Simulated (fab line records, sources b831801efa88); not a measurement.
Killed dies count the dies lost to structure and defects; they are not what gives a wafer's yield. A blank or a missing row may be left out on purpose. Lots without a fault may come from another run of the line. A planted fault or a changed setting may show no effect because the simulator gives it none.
Struck lot and sound lot, side by side + flow sky130 + 15 out of 708 route steps
Sound: the wafers L152.1, L152.5, L152.6. Struck: wafers L156.1, L156.2, L156.4. The cause is given at the end.
Per side, at each step with rows, come the tool, then ch with its chambers, and then its first start. Under that, the readings that differ: sound wafers + struck wafers + difference of the means + sigmas: that difference in standard deviations of wafers without a fault.
alike: readings whose means differ by less than 2 such deviations, and words and numbers that are the same on both sides. not compared: withheld readings, readings that some wafer has no value for, bounds like >300 that may hide the same value, and numbers for which the record gives no deviation and whose values overlap.
The two part at a step that has a row with sigmas, a row that says differs or no value, or rows on one side only. When numbers do not overlap yet have no deviation, they are printed without sigmas and do not part them. A reading missing from all wafers of one side parts the sides only when that side holds two or more wafers.

first, 3 steps without rows for these wafers: SKY_SONOS_TUNNEL_EXPOSE_04 (exposes mask TUNM, target cd 410 nm); SKY_SONOS_TUNNEL_PEB_05; SKY_SONOS_TUNNEL_DEVELOP_06 (develop time 58.7 s).
SKY_SONOS_TUNNEL_CD_MEAS_07: target cd 410 nm.
  sound: cd_sem-02 at day 11 12:46; struck: cd_sem-02 at day 13 13:04
  alike: cd_nm
SKY_SONOS_TUNNEL_OVL_MEAS_08:
  sound: overlay-01 at day 11 12:53; struck: overlay-01 at day 13 13:11
  alike: SONOS_TUNNEL_OVL
then, 3 steps without rows for these wafers: SKY_SONOS_TUNNEL_IMPLANT_09; SKY_SONOS_TUNNEL_WET_ETCH_10 (etches SiO2 in dHF, target depth 14 nm, time 280 s); SKY_SONOS_TUNNEL_STRIP_11 (strips in SPM, time 600 s).
SKY_SONOS_TUNNEL_TW_MEAS_12:
  sound: film_metro-04 at day 11 13:20; struck: film_metro-01 at day 13 13:38
  alike: SONOS_TUNNEL_TW
then, 2 steps without rows for these wafers: SKY_SONOS_TUNNEL_CLEAN_13 (cleans in dHF, time 20 s); SKY_SONOS_ONO_OXIDATION_00 (stabilise 600 s, purge 300 s, target thk 2.6 nm).
SKY_SONOS_ONO_THK_MEAS_01:
  sound: film_metro-02 at day 11 14:46; struck: film_metro-01 at day 13 17:33
  alike: SONOS_ONO_OXIDATION_THK
SKY_SONOS_ONO_CVD_02: deposits Si3N4 from DCS/NH3, target thk 10.5 nm, time 180 s.
  sound on lpcvd-02 ch 1, day 11 16:18; struck on lpcvd-02 ch 1, day 13 18:48
| reading                                     | sound             | struck            | difference | sigmas |
|---------------------------------------------|-------------------|-------------------|------------|--------|
| model.Si3N4_of_SONOS_ONO_CVD_02.thk_nm (nm) | 10.63 10.49 10.57 | 7.863 7.729 7.843 | -2.752     |        |
SKY_SONOS_ONO_THK_MEAS_03:
  sound: film_metro-01 at day 11 17:21; struck: film_metro-03 at day 13 20:04
| reading                   | sound             | struck         | difference | sigmas |
|---------------------------|-------------------|----------------|------------|--------|
| SONOS_ONO_CVD_02_THK (nm) | 10.61 10.52 10.53 | 7.87 7.73 7.82 | -2.75      | -23    |
  not compared: hold
-- a jump in the record: the struck wafers' starts before and after are 34 days apart (it breaks off in module SONOS_ONO and resumes in module PAD_OPEN, where the first step shown is number 708 of the route) --
SKY_PAD_OPEN_PROBE_99:
  sound: prober-01 at day 45 23:41; struck: prober-01 at day 47 18:13
| reading                                 | sound                   | struck               | difference | sigmas |
|-----------------------------------------|-------------------------|----------------------|------------|--------|
| model.etest.sonos_uncharged.r_on_ohm_um | 832 821.4 816           | 767.4 771.3 761.1    | -56.5      |        |
| model.etest.sonos_erased.drive_ua_um    | 170.5 207.5 193.4       | 210.1 225.3 252.4    | +38.8      |        |
| model.etest.cap_ono.gate_log10_a_cm2    | -8.177 -8.062 -8.158    | -6.584 -6.383 -6.323 | +1.702     |        |
| model.etest.cap_ono.gate_bv_v (V)       | 16.92 16.78 16.5        | 15.03 15.25 14.69    | -1.74      |        |
| model.etest.cap_ono.tox_acc_nm (nm)     | 13.08 13.07 13.02       | 11.8 11.63 11.6      | -1.4       |        |
| model.etest.sonos_programmed.vt_v (V)   | 1.372 1.401 1.373       | 1.822 1.787 1.84     | +0.434     |        |
| model.etest.sonos_baked.vt_less_v (V)   | -0.4929 -0.4821 -0.4822 | -0.75 -0.735 -0.8089 | -0.28      |        |
| model.etest.sonos_erased.vt_v (V)       | -2.194 -2.267 -2.255    | -2.471 -2.487 -2.535 | -0.259     |        |
  alike: killed_at_M0_to_M3, killed_at_M4_up, killed_at_contacts, killed_at_front_end, killed_at_other, killed_dies, killed_open, killed_short

== WHERE THEY PART ==
Only at SKY_SONOS_ONO_THK_MEAS_03, as far as this record shows. Later steps at which nothing parts them and some readings are alike: SKY_PAD_OPEN_PROBE_99.

WHY: the cause the simulator had injected
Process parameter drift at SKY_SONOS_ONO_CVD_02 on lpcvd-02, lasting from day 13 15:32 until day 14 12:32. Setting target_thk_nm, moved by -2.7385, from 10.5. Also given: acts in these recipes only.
